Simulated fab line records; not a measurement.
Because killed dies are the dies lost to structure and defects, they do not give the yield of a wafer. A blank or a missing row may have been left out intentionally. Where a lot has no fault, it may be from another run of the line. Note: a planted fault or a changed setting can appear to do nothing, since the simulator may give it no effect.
What tool caused it? || flow sky130 || Sampling: 9 lots, 27 wafers, 4 of 708 route steps

## WHAT THE GAUGES READ, wafer by wafer
SKY_VIA4_RS_MEAS_19: the measuring method here is four-point-probe.
{"lot": "L551", "measured": "day 42 17:43", "on": "film_metro-03", "VIA4_W_RS (ohm/sq)": "0.2239 0.2272 0.2254"}
{"lot": "L553", "measured": "day 43 04:55", "on": "film_metro-01", "VIA4_W_RS (ohm/sq)": "0.2308 0.2272 0.2253"}
{"lot": "L554", "measured": "day 43 12:18", "on": "film_metro-01", "VIA4_W_RS (ohm/sq)": "0.2248 0.2292 0.2266"}
{"lot": "L558", "measured": "day 44 20:04", "on": "film_metro-01", "VIA4_W_RS (ohm/sq)": "0.2266 0.2259 0.2281"}
{"lot": "L559", "measured": "day 45 06:35", "on": "film_metro-03", "VIA4_W_RS (ohm/sq)": "0.2271 0.2267 0.1341"}
{"lot": "L560", "measured": "day 45 11:53", "on": "film_metro-01", "VIA4_W_RS (ohm/sq)": "0.1358 0.1357 0.1349"}
{"lot": "L568", "measured": "day 47 08:29", "on": "film_metro-03", "VIA4_W_RS (ohm/sq)": "0.2271 0.2281 0.2285"}
{"lot": "L571", "measured": "day 48 03:16", "on": "film_metro-03", "VIA4_W_RS (ohm/sq)": "0.2270 0.2273 0.2295"}
{"lot": "L570", "measured": "day 48 03:47", "on": "film_metro-04", "VIA4_W_RS (ohm/sq)": "0.2276 0.2273 0.2284"}

## WHAT TOOL EACH LOT RAN ON (gives the tool, then ch and the chambers of the sampled wafers, and finally the start)
{"lot": "L551", "SKY_METAL4_DESCUM_15": "rie_metal-04 ch 0,1, day 41 16:02", "SKY_VIA4_STRIP_13": "plasma_asher-01 ch 0,1, day 42 16:52", "SKY_VIA4_CVD_18": "cvd_w-02 ch 0,1, day 42 17:34"}
{"lot": "L553", "SKY_METAL4_DESCUM_15": "rie_metal-02 ch 0,1, day 42 03:30", "SKY_VIA4_STRIP_13": "plasma_asher-01 ch 0,1, day 43 04:06", "SKY_VIA4_CVD_18": "cvd_w-02 ch 0,1, day 43 04:45"}
{"lot": "L554", "SKY_METAL4_DESCUM_15": "rie_metal-02 ch 0,1, day 42 10:42", "SKY_VIA4_STRIP_13": "plasma_asher-04 ch 0,1, day 43 11:28", "SKY_VIA4_CVD_18": "cvd_w-02 ch 0,1, day 43 12:07"}
{"lot": "L558", "SKY_METAL4_DESCUM_15": "rie_metal-02 ch 0,1, day 43 19:42", "SKY_VIA4_STRIP_13": "plasma_asher-04 ch 0,1, day 44 19:15", "SKY_VIA4_CVD_18": "cvd_w-02 ch 0,1, day 44 19:55"}
{"lot": "L559", "SKY_METAL4_DESCUM_15": "rie_metal-04 ch 0,1, day 44 06:18", "SKY_VIA4_STRIP_13": "plasma_asher-04 ch 0,1, day 45 05:34", "SKY_VIA4_CVD_18": "cvd_w-02 ch 0,1, day 45 06:25"}
{"lot": "L560", "SKY_METAL4_DESCUM_15": "rie_metal-04 ch 0,1, day 44 11:50", "SKY_VIA4_STRIP_13": "plasma_asher-01 ch 0,1, day 45 11:03", "SKY_VIA4_CVD_18": "cvd_w-02 ch 0, day 45 11:43"}
{"lot": "L568", "SKY_METAL4_DESCUM_15": "rie_metal-03 ch 0,1, day 46 10:36", "SKY_VIA4_STRIP_13": "plasma_asher-04 ch 0,1, day 47 07:39", "SKY_VIA4_CVD_18": "cvd_w-01 ch 0,1, day 47 08:19"}
{"lot": "L571", "SKY_METAL4_DESCUM_15": "rie_metal-02 ch 0,1, day 47 05:21", "SKY_VIA4_STRIP_13": "plasma_asher-03 ch 0,1, day 48 02:26", "SKY_VIA4_CVD_18": "cvd_w-01 ch 0,1, day 48 03:06"}
{"lot": "L570", "SKY_METAL4_DESCUM_15": "rie_metal-03 ch 0,1, day 47 05:56", "SKY_VIA4_STRIP_13": "plasma_asher-01 ch 0,1, day 48 02:55", "SKY_VIA4_CVD_18": "cvd_w-01 ch 0,1, day 48 03:37"}
- SKY_METAL4_DESCUM_15: chemistry O2, time 8 s.
- SKY_VIA4_STRIP_13: strips in O2/N2.
- SKY_VIA4_CVD_18: deposits W, target thk 505 nm, time 152.14 s.

## THE ANSWER, worked out from the rows above alone
Rule: usual is defined by the lots themselves. The widest of any qualifying gaps counts: lots, ordered by their means at a reading, are off when they make up no more than a third of the lots, leave a main group of 4 or more, and stand apart from it by 3 or more times the standard deviation of that group's means. A main group whose means are all the same, to the digits that the tables above print for the reading, isn't used. A lot without any number at a reading at which 4 lots or more have one is off too. All remaining lots with rows at the step are treated as sound.
Off: L559, L560, at SKY_VIA4_RS_MEAS_19 (VIA4_W_RS). The main group: mean 0.2272 ohm/sq, standard deviation 0.00083.
If a tool, at a process step before that reading, ran all the lots that are off and no sound lot after the first of them, it fits. Gauges at SKY_VIA4_RS_MEAS_19: tried the same way as those tools. This does not decide it: 2 tools fit, namely rie_metal-04 at SKY_METAL4_DESCUM_15 and cvd_w-02 at SKY_VIA4_CVD_18.

## WHAT THE SIMULATOR PUT IN
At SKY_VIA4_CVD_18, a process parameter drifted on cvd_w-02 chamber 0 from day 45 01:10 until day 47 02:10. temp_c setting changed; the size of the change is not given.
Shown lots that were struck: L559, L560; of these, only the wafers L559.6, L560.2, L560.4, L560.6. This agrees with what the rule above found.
